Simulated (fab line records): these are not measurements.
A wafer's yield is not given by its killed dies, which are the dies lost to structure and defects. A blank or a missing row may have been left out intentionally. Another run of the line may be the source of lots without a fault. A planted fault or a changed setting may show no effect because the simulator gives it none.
fab line records ; flow sky130
record lots=24; wafers=72; last_day=50
route steps=708 shown FIELD_ISO@5 VT_ADJUST_PCH@153 LOCAL_INTERCONNECT@389 CONTACT@406 VIA1@481
lots with no fault: from the same line, run without faults
start_h: hours from the record's opening day to when the first of the lot's shown wafers began ; wait_h: hours since the lot's step before ; " unchanged from the row above ; L1.1+2: a row that stands for several wafers ; - value missing, or start not given ; * or withheld: withheld ; < > ~ a bound
route shown NAME@n: a module of which the file shows steps, and the number in the route of the first ; usual: average and standard deviation across the fault-free wafers ; same: alike in all rows ; chamber/n: place in a boat ; sites: the reading at each site ; _std_site: standard deviation of those values ; _edge_site: mean of outer sites minus mean of inner sites ; radius_mm: for every site, how far away it sits from the centre of the wafer ; mask NAME#n: copy n ; behind: the last tool/chamber to shape the wafer ; hold: cause of the lot's hold/its duration in hours/its outcome ; device: which transistor (n, p or np) failed to switch ; end of line: the same wafers' tests at the end of the route ; for a step that has no rows: nothing shown but its recipe ; killed: at the first sort, the dies lost to defects and structure; wafer yield is something else ; map: the dies of a wafer, with x for killed, . for not killed, _ for no die there
set.NAME: the setting that was run; set.NAME@STEP: the one run at that earlier step ; model.NAME: the simulator's own value behind a step, which no gauge read
route steps across a sampled set of lots; one table per step, one row per wafer
services: the hour from which a tool's chamber was out of use, counted from the record's first day as start_h (under 0 if before that day), plus the number of hours and why
## steps
# step SKY_FIELD_ISO_THK_MEAS_04
# recipe reads=Si3N4_of_FIELD_ISO_CVD_03
# usual FIELD_ISO_CVD_03_THK=165.5/2.1
lot.wafer;tool;chamber;start_h;wait_h;FIELD_ISO_CVD_03_THK[nm]
L074.2;film_metro-01;-;19.68;0.1;166.4
L074.3;film_metro-01;-;19.68;0.1;165.0
L074.6;film_metro-01;-;19.68;0.1;164.9
L075.1;film_metro-03;-;27.28;0.0;163.5
L075.2;film_metro-03;-;27.28;0.0;163.4
L075.4;film_metro-03;-;27.28;0.0;164.2
L076.1;film_metro-01;-;27.28;0.0;167.0
L076.2;film_metro-01;-;27.28;0.0;169.1
L076.5;film_metro-01;-;27.28;0.0;167.5
L077.2;film_metro-03;-;31.35;0.0;166.2
L077.4;film_metro-03;-;31.35;0.0;166.3
L077.5;film_metro-03;-;31.35;0.0;166.7
L078.1;film_metro-02;-;36.95;0.0;163.6
L078.2;film_metro-02;-;36.95;0.0;163.3
L078.5;film_metro-02;-;36.95;0.0;163.5
L079.2;film_metro-01;-;41.36;0.0;164.4
L079.5;film_metro-01;-;41.36;0.0;164.9
L079.6;film_metro-01;-;41.36;0.0;165.5
L080.1;film_metro-01;-;47.02;0.0;166.0
L080.3;film_metro-01;-;47.02;0.0;165.6
L080.4;film_metro-01;-;47.02;0.0;166.5
L081.3;film_metro-01;-;53.38;0.0;167.2
L081.4;film_metro-01;-;53.38;0.0;165.0
L081.6;film_metro-01;-;53.38;0.0;166.6
L082.1;film_metro-03;-;58.08;0.0;164.5
L082.2;film_metro-03;-;58.08;0.0;164.8
L082.4;film_metro-03;-;58.08;0.0;164.0
L083.1;film_metro-02;-;60.92;0.0;163.8
L083.2;film_metro-02;-;60.92;0.0;161.0
L083.6;film_metro-02;-;60.92;0.0;161.8
L084.4;film_metro-03;-;66.54;0.0;162.8
L084.5;film_metro-03;-;66.54;0.0;163.0
L084.6;film_metro-03;-;66.54;0.0;162.2
L085.3;film_metro-03;-;69.67;0.0;164.4
L085.4;film_metro-03;-;69.67;0.0;164.3
L085.6;film_metro-03;-;69.67;0.0;164.3
L086.2;film_metro-01;-;73.77;0.0;162.0
L086.4;film_metro-01;-;73.77;0.0;163.4
L086.6;film_metro-01;-;73.77;0.0;163.3
L087.3;film_metro-02;-;79.47;0.0;166.5
L087.4;film_metro-02;-;79.47;0.0;167.5
L087.6;film_metro-02;-;79.47;0.0;166.5
L088.2;film_metro-03;-;88.44;0.0;169.2
L088.5;film_metro-03;-;88.44;0.0;170.2
L088.6;film_metro-03;-;88.44;0.0;169.8
L089.2;film_metro-01;-;91.28;0.0;167.2
L089.4;film_metro-01;-;91.28;0.0;166.5
L089.5;film_metro-01;-;91.28;0.0;167.0
L090.3;film_metro-01;-;94.12;0.0;164.7
L090.4;film_metro-01;-;94.12;0.0;166.4
L090.6;film_metro-01;-;94.12;0.0;167.1
L091.1;film_metro-01;-;99.97;0.0;167.6
L091.2;film_metro-01;-;99.97;0.0;167.9
L091.5;film_metro-01;-;99.97;0.0;166.9
L092.1;film_metro-02;-;103.86;0.0;167.7
L092.2;film_metro-02;-;103.86;0.0;167.8
L092.5;film_metro-02;-;103.86;0.0;168.2
L093.1;film_metro-02;-;108.48;0.0;162.6
L093.3;film_metro-02;-;108.48;0.0;162.7
L093.4;film_metro-02;-;108.48;0.0;161.9
L094.1;film_metro-03;-;113.48;0.0;167.6
L094.5;film_metro-03;-;113.48;0.0;166.7
L094.6;film_metro-03;-;113.48;0.0;166.3
L095.2;film_metro-02;-;119.35;0.0;166.4
L095.4;film_metro-02;-;119.35;0.0;166.3
L095.6;film_metro-02;-;119.35;0.0;167.6
L096.2;film_metro-03;-;123.76;0.0;162.8
L096.3;film_metro-03;-;123.76;0.0;163.9
L096.5;film_metro-03;-;123.76;0.0;162.7
L097.1;film_metro-01;-;130.84;0.0;167.6
L097.3;film_metro-01;-;130.84;0.0;167.9
L097.6;film_metro-01;-;130.84;0.0;166.7
# step SKY_FIELD_ISO_THK_MEAS_25
# recipe reads=SiO2_of_FIELD_ISO_CVD_24
# usual FIELD_ISO_CVD_24_THK=596/5.4
lot.wafer;tool;chamber;start_h;wait_h;FIELD_ISO_CVD_24_THK[nm]
L074.2;film_metro-01;-;36.78;0.0;599
L074.3;film_metro-01;-;36.78;0.0;589
L074.6;film_metro-01;-;36.78;0.0;593
L075.1;film_metro-01;-;47.89;0.0;601
L075.2;film_metro-01;-;47.89;0.0;587
L075.4;film_metro-01;-;47.89;0.0;597
L076.1;film_metro-02;-;47.89;0.0;600
L076.2;film_metro-02;-;47.89;0.0;590
L076.5;film_metro-02;-;47.89;0.0;596
L077.2;film_metro-03;-;52.93;0.0;593
L077.4;film_metro-03;-;52.93;0.0;600
L077.5;film_metro-03;-;52.93;0.0;594
L078.1;film_metro-02;-;55.59;0.0;608
L078.2;film_metro-02;-;55.59;0.0;600
L078.5;film_metro-02;-;55.59;0.0;597
L079.2;film_metro-03;-;61.01;0.0;602
L079.5;film_metro-03;-;61.01;0.0;607
L079.6;film_metro-03;-;61.01;0.0;591
L080.1;film_metro-02;-;66.42;0.0;595
L080.3;film_metro-02;-;66.42;0.0;591
L080.4;film_metro-02;-;66.42;0.0;593
L081.3;film_metro-02;-;70.62;0.1;598
L081.4;film_metro-02;-;70.62;0.1;602
L081.6;film_metro-02;-;70.62;0.1;595
L082.1;film_metro-01;-;75.82;0.0;601
L082.2;film_metro-01;-;75.82;0.0;606
L082.4;film_metro-01;-;75.82;0.0;597
L083.1;film_metro-03;-;80.06;0.1;594
L083.2;film_metro-03;-;80.06;0.1;594
L083.6;film_metro-03;-;80.06;0.1;594
L084.4;film_metro-01;-;85.93;0.0;593
L084.5;film_metro-01;-;85.93;0.0;600
L084.6;film_metro-01;-;85.93;0.0;591
L085.3;film_metro-03;-;88.61;0.1;601
L085.4;film_metro-03;-;88.61;0.1;596
L085.6;film_metro-03;-;88.61;0.1;597
L086.2;film_metro-02;-;92.98;0.0;593
L086.4;film_metro-02;-;92.98;0.0;588
L086.6;film_metro-02;-;92.98;0.0;589
L087.3;film_metro-02;-;99.67;0.1;601
L087.4;film_metro-02;-;99.67;0.1;598
L087.6;film_metro-02;-;99.67;0.1;596
L088.2;film_metro-01;-;107.79;0.0;605
L088.5;film_metro-01;-;107.79;0.0;596
L088.6;film_metro-01;-;107.79;0.0;602
L089.2;film_metro-01;-;111.14;0.0;603
L089.4;film_metro-01;-;111.14;0.0;600
L089.5;film_metro-01;-;111.14;0.0;597
L090.3;film_metro-03;-;115.27;0.1;594
L090.4;film_metro-03;-;115.27;0.1;593
L090.6;film_metro-03;-;115.27;0.1;588
L091.1;film_metro-01;-;120.50;0.0;591
L091.2;film_metro-01;-;120.50;0.0;595
L091.5;film_metro-01;-;120.50;0.0;590
L092.1;film_metro-03;-;124.60;0.1;589
L092.2;film_metro-03;-;124.60;0.1;605
L092.5;film_metro-03;-;124.60;0.1;599
L093.1;film_metro-02;-;130.30;0.0;599
L093.3;film_metro-02;-;130.30;0.0;599
L093.4;film_metro-02;-;130.30;0.0;594
L094.1;film_metro-01;-;135.73;0.0;598
L094.5;film_metro-01;-;135.73;0.0;600
L094.6;film_metro-01;-;135.73;0.0;590
L095.2;film_metro-03;-;144.46;0.1;599
L095.4;film_metro-03;-;144.46;0.1;601
L095.6;film_metro-03;-;144.46;0.1;590
L096.2;film_metro-02;-;147.15;0.1;602
L096.3;film_metro-02;-;147.15;0.1;601
L096.5;film_metro-02;-;147.15;0.1;595
L097.1;film_metro-03;-;152.37;0.0;595
L097.3;film_metro-03;-;152.37;0.0;595
L097.6;film_metro-03;-;152.37;0.0;580
# step SKY_VT_ADJUST_PCH_TW_MEAS_10
# usual VT_ADJUST_PCH_TW=143.6/1.5
lot.wafer;tool;chamber;start_h;wait_h;VT_ADJUST_PCH_TW
L074.2;film_metro-04;-;241.67;0.1;142.3
L074.3;film_metro-04;-;241.67;0.1;142.3
L074.6;film_metro-04;-;241.67;0.1;142.3
L075.1;film_metro-04;-;254.06;0.1;141.7
L075.2;film_metro-04;-;254.06;0.1;141.4
L075.4;film_metro-04;-;254.06;0.1;142.6
L076.1;film_metro-03;-;255.00;0.1;145.9
L076.2;film_metro-03;-;255.00;0.1;146.1
L076.5;film_metro-03;-;255.00;0.1;145.6
L077.2;film_metro-03;-;260.61;0.1;145.3
L077.4;film_metro-03;-;260.61;0.1;145.4
L077.5;film_metro-03;-;260.61;0.1;145.6
L078.1;film_metro-01;-;261.94;0.1;143.2
L078.2;film_metro-01;-;261.94;0.1;142.4
L078.5;film_metro-01;-;261.94;0.1;143.1
L079.2;film_metro-04;-;270.70;0.1;142.2
L079.5;film_metro-04;-;270.70;0.1;142.4
L079.6;film_metro-04;-;270.70;0.1;142.0
L080.1;film_metro-03;-;275.79;0.1;145.2
L080.3;film_metro-03;-;275.79;0.1;144.5
L080.4;film_metro-03;-;275.79;0.1;145.0
L081.3;film_metro-03;-;279.73;0.1;143.1
L081.4;film_metro-03;-;279.73;0.1;144.8
L081.6;film_metro-03;-;279.73;0.1;144.6
L082.1;film_metro-04;-;294.26;0.1;141.8
L082.2;film_metro-04;-;294.26;0.1;142.3
L082.4;film_metro-04;-;294.26;0.1;141.3
L083.1;film_metro-03;-;295.19;0.1;145.4
L083.2;film_metro-03;-;295.19;0.1;145.1
L083.6;film_metro-03;-;295.19;0.1;145.2
L084.4;film_metro-01;-;302.33;0.1;142.1
L084.5;film_metro-01;-;302.33;0.1;142.6
L084.6;film_metro-01;-;302.33;0.1;143.2
L085.3;film_metro-03;-;306.73;0.1;145.7
L085.4;film_metro-03;-;306.73;0.1;145.6
L085.6;film_metro-03;-;306.73;0.1;145.1
L086.2;film_metro-04;-;322.17;0.1;142.1
L086.4;film_metro-04;-;322.17;0.1;140.9
L086.6;film_metro-04;-;322.17;0.1;142.8
L087.3;film_metro-03;-;325.23;0.1;144.8
L087.4;film_metro-03;-;325.23;0.1;145.1
L087.6;film_metro-03;-;325.23;0.1;144.9
L088.2;film_metro-04;-;332.35;0.1;141.5
L088.5;film_metro-04;-;332.35;0.1;141.7
L088.6;film_metro-04;-;332.35;0.1;141.9
L089.2;film_metro-03;-;341.07;0.1;145.2
L089.4;film_metro-03;-;341.07;0.1;145.2
L089.5;film_metro-03;-;341.07;0.1;145.1
L090.3;film_metro-04;-;350.12;0.1;142.3
L090.4;film_metro-04;-;350.12;0.1;142.0
L090.6;film_metro-04;-;350.12;0.1;142.3
L091.1;film_metro-03;-;351.54;0.1;145.0
L091.2;film_metro-03;-;351.54;0.1;145.7
L091.5;film_metro-03;-;351.54;0.1;145.0
L092.1;film_metro-01;-;357.90;0.1;142.0
L092.2;film_metro-01;-;357.90;0.1;142.6
L092.5;film_metro-01;-;357.90;0.1;142.5
L093.1;film_metro-01;-;373.24;0.1;142.2
L093.3;film_metro-01;-;373.24;0.1;141.7
L093.4;film_metro-01;-;373.24;0.1;142.7
L094.1;film_metro-01;-;383.70;0.1;141.6
L094.5;film_metro-01;-;383.70;0.1;142.8
L094.6;film_metro-01;-;383.70;0.1;142.4
L095.2;film_metro-03;-;388.55;0.1;144.3
L095.4;film_metro-03;-;388.55;0.1;145.5
L095.6;film_metro-03;-;388.55;0.1;144.9
L096.2;film_metro-03;-;393.37;0.1;144.5
L096.3;film_metro-03;-;393.37;0.1;144.9
L096.5;film_metro-03;-;393.37;0.1;146.0
L097.1;film_metro-03;-;396.80;0.1;145.0
L097.3;film_metro-03;-;396.80;0.1;144.3
L097.6;film_metro-03;-;396.80;0.1;144.9
# step SKY_LOCAL_INTERCONNECT_THK_MEAS_02
# recipe thk_meas_gauge=xrf; reads=TiN_of_LOCAL_INTERCONNECT_SPUTTER_00
# usual LOCAL_INTERCONNECT_TIN_THK=99.3/1.1
lot.wafer;tool;chamber;start_h;wait_h;LOCAL_INTERCONNECT_TIN_THK[nm]
L074.2;film_metro-02;-;696.41;0.1;97.9
L074.3;film_metro-02;-;696.41;0.1;99.2
L074.6;film_metro-02;-;696.41;0.1;97.6
L076.1;film_metro-02;-;710.19;0.1;99.0
L076.2;film_metro-02;-;710.19;0.1;98.6
L076.5;film_metro-02;-;710.19;0.1;99.6
L075.1;film_metro-02;-;711.88;0.1;100.5
L075.2;film_metro-02;-;711.88;0.1;98.8
L075.4;film_metro-02;-;711.88;0.1;100.3
L077.2;film_metro-04;-;720.37;0.1;99.6
L077.4;film_metro-04;-;720.37;0.1;101.0
L077.5;film_metro-04;-;720.37;0.1;99.7
L078.1;film_metro-02;-;723.01;0.1;97.8
L078.2;film_metro-02;-;723.01;0.1;98.5
L078.5;film_metro-02;-;723.01;0.1;99.1
L079.2;film_metro-02;-;731.91;0.1;100.4
L079.5;film_metro-02;-;731.91;0.1;97.9
L079.6;film_metro-02;-;731.91;0.1;99.5
L080.1;film_metro-02;-;734.00;0.1;99.9
L080.3;film_metro-02;-;734.00;0.1;99.0
L080.4;film_metro-02;-;734.00;0.1;99.0
L081.3;film_metro-04;-;741.00;0.1;99.1
L081.4;film_metro-04;-;741.00;0.1;98.4
L081.6;film_metro-04;-;741.00;0.1;99.8
L082.1;film_metro-04;-;754.48;0.1;101.2
L082.2;film_metro-04;-;754.48;0.1;99.2
L082.4;film_metro-04;-;754.48;0.1;100.0
L083.1;film_metro-04;-;755.41;0.1;98.4
L083.2;film_metro-04;-;755.41;0.1;98.2
L083.6;film_metro-04;-;755.41;0.1;98.6
L084.4;film_metro-04;-;760.47;0.1;101.6
L084.5;film_metro-04;-;760.47;0.1;101.8
L084.6;film_metro-04;-;760.47;0.1;101.4
L085.3;film_metro-02;-;765.48;0.1;99.0
L085.4;film_metro-02;-;765.48;0.1;97.9
L085.6;film_metro-02;-;765.48;0.1;96.8
L086.2;film_metro-02;-;783.12;0.1;99.7
L086.4;film_metro-02;-;783.12;0.1;100.1
L086.6;film_metro-02;-;783.12;0.1;100.2
L087.3;film_metro-02;-;787.63;0.1;100.4
L087.4;film_metro-02;-;787.63;0.1;98.4
L087.6;film_metro-02;-;787.63;0.1;99.1
L089.2;film_metro-04;-;795.53;0.1;99.3
L089.4;film_metro-04;-;795.53;0.1;97.3
L089.5;film_metro-04;-;795.53;0.1;97.9
L088.2;film_metro-02;-;796.73;0.1;99.9
L088.5;film_metro-02;-;796.73;0.1;99.6
L088.6;film_metro-02;-;796.73;0.1;100.8
L092.1;film_metro-01;-;821.04;0.1;99.1
L092.2;film_metro-01;-;821.04;0.1;98.4
L092.5;film_metro-01;-;821.04;0.1;99.5
L090.3;film_metro-01;-;824.67;0.1;98.5
L090.4;film_metro-01;-;824.67;0.1;99.2
L090.6;film_metro-01;-;824.67;0.1;100.5
L091.1;film_metro-04;-;825.98;0.1;100.3
L091.2;film_metro-04;-;825.98;0.1;99.9
L091.5;film_metro-04;-;825.98;0.1;100.8
L093.1;film_metro-02;-;829.28;0.1;99.3
L093.3;film_metro-02;-;829.28;0.1;98.9
L093.4;film_metro-02;-;829.28;0.1;98.0
L094.1;film_metro-04;-;837.09;0.1;101.2
L094.5;film_metro-04;-;837.09;0.1;100.0
L094.6;film_metro-04;-;837.09;0.1;100.0
L095.2;film_metro-01;-;839.49;0.1;99.0
L095.4;film_metro-01;-;839.49;0.1;96.1
L095.6;film_metro-01;-;839.49;0.1;98.8
L096.2;film_metro-04;-;845.09;0.1;98.7
L096.3;film_metro-04;-;845.09;0.1;100.7
L096.5;film_metro-04;-;845.09;0.1;100.7
L097.1;film_metro-01;-;846.75;0.1;100.9
L097.3;film_metro-01;-;846.75;0.1;100.4
L097.6;film_metro-01;-;846.75;0.1;101.6
# step SKY_CONTACT_CVD_00
# recipe material=Si3N4; target_thk_nm=75; temp_c=400; time_s=withheld; rf_w=450
# usual heater_power_w=719/88
lot.wafer;tool;chamber;start_h;wait_h;heater_power_w
L074.2;pecvd-02;0;724.77;0.0;682
L074.3;pecvd-02;0;724.77;0.0;727
L074.6;pecvd-02;0;724.77;0.0;726
L076.1;pecvd-02;1;738.39;0.0;660
L076.2;pecvd-02;2;738.39;0.0;798
L076.5;pecvd-02;1;738.39;0.0;665
L075.1;pecvd-01;2;740.49;0.0;748
L075.2;pecvd-01;1;740.49;0.0;765
L075.4;pecvd-01;1;740.49;0.0;757
L077.2;pecvd-02;0;748.26;0.0;733
L077.4;pecvd-02;1;748.26;0.0;754
L077.5;pecvd-02;0;748.26;0.0;714
L078.1;pecvd-01;2;751.39;0.0;768
L078.2;pecvd-01;0;751.39;0.0;763
L078.5;pecvd-01;0;751.39;0.0;771
L079.2;pecvd-03;0;759.35;0.0;576
L079.5;pecvd-03;2;759.35;0.0;664
L079.6;pecvd-03;0;759.35;0.0;573
L080.1;pecvd-01;1;761.75;0.0;715
L080.3;pecvd-01;0;761.75;0.0;820
L080.4;pecvd-01;2;761.75;0.0;774
L081.3;pecvd-02;0;768.12;0.0;755
L081.4;pecvd-02;0;768.12;0.0;760
L081.6;pecvd-02;1;768.12;0.0;730
L082.1;pecvd-03;2;781.99;0.0;701
L082.2;pecvd-03;0;781.99;0.0;602
L082.4;pecvd-03;0;781.99;0.0;577
L083.1;pecvd-01;1;783.17;0.0;699
L083.2;pecvd-01;0;783.17;0.0;747
L083.6;pecvd-01;0;783.17;0.0;755
L084.4;pecvd-02;2;787.82;0.0;832
L084.5;pecvd-02;1;787.82;0.0;772
L084.6;pecvd-02;2;787.82;0.0;813
L085.3;pecvd-02;0;792.02;0.0;743
L085.4;pecvd-02;2;792.02;0.0;705
L085.6;pecvd-02;0;792.02;0.0;763
L086.2;pecvd-03;0;809.68;0.0;600
L086.4;pecvd-03;0;809.68;0.0;595
L086.6;pecvd-03;0;809.68;0.0;625
L087.3;pecvd-03;0;814.37;0.0;605
L087.4;pecvd-03;2;814.37;0.0;664
L087.6;pecvd-03;2;814.37;0.0;680
L089.2;pecvd-01;2;822.67;0.0;800
L089.4;pecvd-01;0;822.67;0.0;767
L089.5;pecvd-01;1;822.67;0.0;874
L088.2;pecvd-03;2;823.87;0.0;688
L088.5;pecvd-03;0;823.87;0.0;566
L088.6;pecvd-03;2;823.87;0.0;709
L092.1;pecvd-01;0;847.27;0.0;819
L092.2;pecvd-01;1;847.27;0.0;808
L092.5;pecvd-01;2;847.27;0.0;741
L090.3;pecvd-03;2;850.80;0.0;592
L090.4;pecvd-03;0;850.80;0.0;521
L090.6;pecvd-03;0;850.80;0.0;526
L091.1;pecvd-02;0;853.23;0.0;661
L091.2;pecvd-02;2;853.23;0.0;780
L091.5;pecvd-02;1;853.23;0.0;714
L093.1;pecvd-03;0;855.74;0.0;583
L093.3;pecvd-03;2;855.74;0.0;712
L093.4;pecvd-03;0;855.74;0.0;595
L094.1;pecvd-01;1;863.64;0.0;770
L094.5;pecvd-01;1;863.64;0.0;762
L094.6;pecvd-01;2;863.64;0.0;645
L095.2;pecvd-02;2;866.78;0.0;792
L095.4;pecvd-02;0;866.78;0.0;754
L095.6;pecvd-02;1;866.78;0.0;706
L096.2;pecvd-02;0;871.51;0.0;730
L096.3;pecvd-02;2;871.51;0.0;805
L096.5;pecvd-02;1;871.51;0.0;803
L097.1;pecvd-03;2;873.55;0.0;643
L097.3;pecvd-03;2;873.55;0.0;643
L097.6;pecvd-03;2;873.55;0.0;645
# step SKY_VIA1_THK_MEAS_23
# recipe thk_meas_gauge=xrf; reads=W_of_VIA1_CVD_21
# usual VIA1_W_THK=268/4.7
lot.wafer;tool;chamber;start_h;wait_h;VIA1_W_THK[nm]
L074.2;film_metro-03;-;808.55;0.1;272
L074.3;film_metro-03;-;808.55;0.1;264
L074.6;film_metro-03;-;808.55;0.1;274
L076.1;film_metro-01;-;823.29;0.1;264
L076.2;film_metro-01;-;823.29;0.1;271
L076.5;film_metro-01;-;823.29;0.1;271
L075.1;film_metro-04;-;826.83;0.1;268
L075.2;film_metro-04;-;826.83;0.1;267
L075.4;film_metro-04;-;826.83;0.1;266
L077.2;film_metro-03;-;831.08;0.1;265
L077.4;film_metro-03;-;831.08;0.1;266
L077.5;film_metro-03;-;831.08;0.1;263
L078.1;film_metro-01;-;834.00;0.1;261
L078.2;film_metro-01;-;834.00;0.1;267
L078.5;film_metro-01;-;834.00;0.1;265
L079.2;film_metro-04;-;842.88;0.1;275
L079.5;film_metro-04;-;842.88;0.1;273
L079.6;film_metro-04;-;842.88;0.1;267
L080.1;film_metro-03;-;845.84;0.1;264
L080.3;film_metro-03;-;845.84;0.1;265
L080.4;film_metro-03;-;845.84;0.1;263
L081.3;film_metro-01;-;850.13;0.1;269
L081.4;film_metro-01;-;850.13;0.1;275
L081.6;film_metro-01;-;850.13;0.1;266
L082.1;film_metro-01;-;863.17;0.1;261
L082.2;film_metro-01;-;863.17;0.1;264
L082.4;film_metro-01;-;863.17;0.1;258
L083.1;film_metro-03;-;866.72;0.1;262
L083.2;film_metro-03;-;866.72;0.1;267
L083.6;film_metro-03;-;866.72;0.1;268
L084.4;film_metro-04;-;870.49;0.1;276
L084.5;film_metro-04;-;870.49;0.1;266
L084.6;film_metro-04;-;870.49;0.1;272
L085.3;film_metro-01;-;875.15;0.1;264
L085.4;film_metro-01;-;875.15;0.1;266
L085.6;film_metro-01;-;875.15;0.1;263
L086.2;film_metro-04;-;890.33;0.1;270
L086.4;film_metro-04;-;890.33;0.1;270
L086.6;film_metro-04;-;890.33;0.1;281
L087.3;film_metro-01;-;896.71;0.1;270
L087.4;film_metro-01;-;896.71;0.1;268
L087.6;film_metro-01;-;896.71;0.1;269
L089.2;film_metro-03;-;902.74;0.1;263
L089.4;film_metro-03;-;902.74;0.1;264
L089.5;film_metro-03;-;902.74;0.1;266
L088.2;film_metro-03;-;905.64;0.1;266
L088.5;film_metro-03;-;905.64;0.1;267
L088.6;film_metro-03;-;905.64;0.1;269
L092.1;film_metro-03;-;928.97;0.1;266
L092.2;film_metro-03;-;928.97;0.1;271
L092.5;film_metro-03;-;928.97;0.1;262
L090.3;film_metro-03;-;931.09;0.1;275
L090.4;film_metro-03;-;931.09;0.1;266
L090.6;film_metro-03;-;931.09;0.1;263
L091.1;film_metro-03;-;931.94;0.1;269
L091.2;film_metro-03;-;931.94;0.1;269
L091.5;film_metro-03;-;931.94;0.1;268
L093.1;film_metro-01;-;935.12;0.1;266
L093.3;film_metro-01;-;935.12;0.1;268
L093.4;film_metro-01;-;935.12;0.1;262
L094.1;film_metro-01;-;943.23;0.1;278
L094.5;film_metro-01;-;943.23;0.1;265
L094.6;film_metro-01;-;943.23;0.1;274
L095.2;film_metro-04;-;946.17;0.1;276
L095.4;film_metro-04;-;946.17;0.1;277
L095.6;film_metro-04;-;946.17;0.1;264
L096.2;film_metro-01;-;950.11;0.1;271
L096.3;film_metro-01;-;950.11;0.1;274
L096.5;film_metro-01;-;950.11;0.1;276
L097.1;film_metro-01;-;952.44;0.1;273
L097.3;film_metro-01;-;952.44;0.1;270
L097.6;film_metro-01;-;952.44;0.1;267
## services
tool;chamber;start_h;hours;kind
pecvd-01;1;703.03;5.5;scheduled_down
pecvd-02;1;722.43;4.9;repair
pecvd-03;1;728.76;186.0;repair
pecvd-03;2;735.19;5.5;scheduled_down
pecvd-01;-;737.74;2.0;repair
pecvd-01;2;765.03;4.7;repair
pecvd-02;0;787.17;3.5;repair
pecvd-01;-;791.58;2.6;repair
pecvd-02;-;793.11;0.4;repair
pecvd-02;-;806.00;28.1;pm
pecvd-01;-;834.28;0.8;pm
pecvd-02;0;847.99;5.0;scheduled_down
pecvd-01;0;861.12;14.1;repair
pecvd-01;1;868.24;27.6;repair
## key
fault none
